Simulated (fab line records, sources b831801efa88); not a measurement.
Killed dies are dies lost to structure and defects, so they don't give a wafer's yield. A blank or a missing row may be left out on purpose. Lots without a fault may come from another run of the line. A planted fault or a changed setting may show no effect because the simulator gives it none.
Which tool did it? | flow gf180mcu | 13 lots, 39 wafers sampled, at 3 steps of a route of 602

WHAT THE GAUGES READ, wafer by wafer
GF_MVPSD_TW_MEAS_11. Usual: MVPSD_TW 550.4, standard deviation 2.9.
lot  | measured     | on            | MVPSD_TW          | flag
L878 | day 4 22:02  | film_metro-02 | 543.8 543.9 548.8 |
L879 | day 5 07:40  | film_metro-04 | 548.6 551.6 548.2 |
L881 | day 5 16:00  | film_metro-04 | 551.7 549.4 551.4 |
L882 | day 6 06:28  | film_metro-04 | 549.7 551.9 550.1 |
L886 | day 7 04:07  | film_metro-03 | 554.1 555.8 553.1 |
L889 | day 7 22:39  | film_metro-03 | 557.2 552.3 550.4 |
L890 | day 8 01:39  | film_metro-02 | 548.2 547.8 550.3 |
L891 | day 8 06:41  | film_metro-02 | 548.2 545.8 548.3 |
L892 | day 8 16:53  | film_metro-04 | 549.0 549.0 547.9 |
L896 | day 9 13:42  | film_metro-03 | 547.2 550.6 551.1 |
L898 | day 10 00:46 | film_metro-02 | 550.2 549.1 551.2 |
L900 | day 10 13:19 | film_metro-03 | 553.2 549.7 549.4 |
L901 | day 10 20:05 | film_metro-03 | 551.5 553.2 554.2 |

GF_NSD_OVL_MEAS_08. Usual: NSD_OVL -1.0 nm, standard deviation 1.5.
lot  | measured     | on         | NSD_OVL (nm)      | flag
L878 | day 13 02:32 | overlay-02 | -1.2 0.9 -0.4     |
L879 | day 13 19:07 | overlay-02 | 3.1 2.3 1.8       |
L881 | day 14 06:50 | overlay-02 | -3.0 -3.4 -1.3    |
L882 | day 15 00:05 | overlay-02 | -1.2 -0.4 -0.5    |
L886 | day 16 05:00 | overlay-01 | -1.9 -3.2 -1.3    |
L889 | day 17 07:36 | overlay-01 | 0.8 -1.1 0.1      |
L890 | day 17 14:28 | overlay-02 | -85.1 -86.0 -84.9 | OFF
L891 | day 17 19:41 | overlay-02 | -84.3 -84.8 -84.6 | OFF
L892 | day 18 11:26 | overlay-02 | -86.2 -84.5 -85.1 | OFF
L896 | day 19 15:41 | overlay-02 | -85.0 -84.7 -84.3 | OFF
L898 | day 20 06:51 | overlay-02 | -2.5 -1.6 -2.4    |
L900 | day 20 18:32 | overlay-02 | -1.9 -2.3 -2.2    |
L901 | day 21 04:30 | overlay-02 | -2.1 -2.3 -2.7    |

WHICH TOOL RAN EACH LOT (tool, then ch and the chambers of the sampled wafers, then the start)
lot  | GF_NSD_EXPOSE_04
L878 | iline_stepper-02 ch 0, day 12 17:24
L879 | iline_stepper-02 ch 0, day 13 09:31
L881 | iline_stepper-01 ch 0, day 13 20:39
L882 | iline_stepper-02 ch 0, day 14 13:58
L886 | iline_stepper-01 ch 0, day 15 18:05
L889 | iline_stepper-02 ch 0, day 16 20:03
L890 | iline_stepper-02 ch 0, day 17 03:14
L891 | iline_stepper-02 ch 0, day 17 07:32
L892 | iline_stepper-02 ch 0, day 17 23:38
L896 | iline_stepper-02 ch 0, day 19 04:05
L898 | iline_stepper-01 ch 0, day 19 18:31
L900 | iline_stepper-01 ch 0, day 20 06:54
L901 | iline_stepper-01 ch 0, day 20 16:28
- GF_NSD_EXPOSE_04: exposes mask Nplus, target cd 400 nm.

WHAT THE TOOLS THEMSELVES READ (means of the sampled wafers that have a number; where no wafer has one, the mark that the record gives instead)
GF_NSD_EXPOSE_04. Usual: focus_offset_nm 0.0 nm, standard deviation 0.59.
lot  | tool             | focus_offset_nm (nm) | flag
L878 | iline_stepper-02 | -0.1                 |
L879 | iline_stepper-02 | 0.1                  |
L881 | iline_stepper-01 | -1.3                 |
L882 | iline_stepper-02 | -0.4                 |
L886 | iline_stepper-01 | 0.1                  |
L889 | iline_stepper-02 | 0.4                  |
L890 | iline_stepper-02 | 0.1                  |
L891 | iline_stepper-02 | 0.3                  |
L892 | iline_stepper-02 | -0.3                 |
L896 | iline_stepper-02 | -0.5                 |
L898 | iline_stepper-01 | -0.1                 |
L900 | iline_stepper-01 | 0.1                  |
L901 | iline_stepper-01 | 0.6                  |

THE ANSWER, worked out from the rows above alone
Rule: a lot is off if the mean of its wafers that have a number lies more than 3 standard deviations from the usual mean. A lot without any number at a reading at which 4 lots or more have one is off too. The other lots that the step has rows for count as sound. The gauges are gone through in route order, then the tools' own readings, and for those a lot's mean is taken as printed above. The first step at which some lot is off is used, and at that step the reading that is off furthest; a lot without a number counts as furthest.
Off: L890, L891, L892, L896, at GF_NSD_OVL_MEAS_08 (NSD_OVL).
A tool fits if, at a process step before that reading, it ran every lot that is off, and no sound lot after the first of them. The gauges at GF_NSD_OVL_MEAS_08 are tried like those tools. One fits: iline_stepper-02 at GF_NSD_EXPOSE_04. Its last sound lot is L889 (day 16 20:03), its first lot that is off L890 (day 17 03:14): a fault that began between those two fits.

WHAT THE SIMULATOR HAD PUT IN
Scanner matching overlay: iline_stepper-02, from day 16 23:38 on, at GF_NSD_EXPOSE_04. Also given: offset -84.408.
Lots struck among those shown: L890, L891, L892, L896. The rule above found the same.
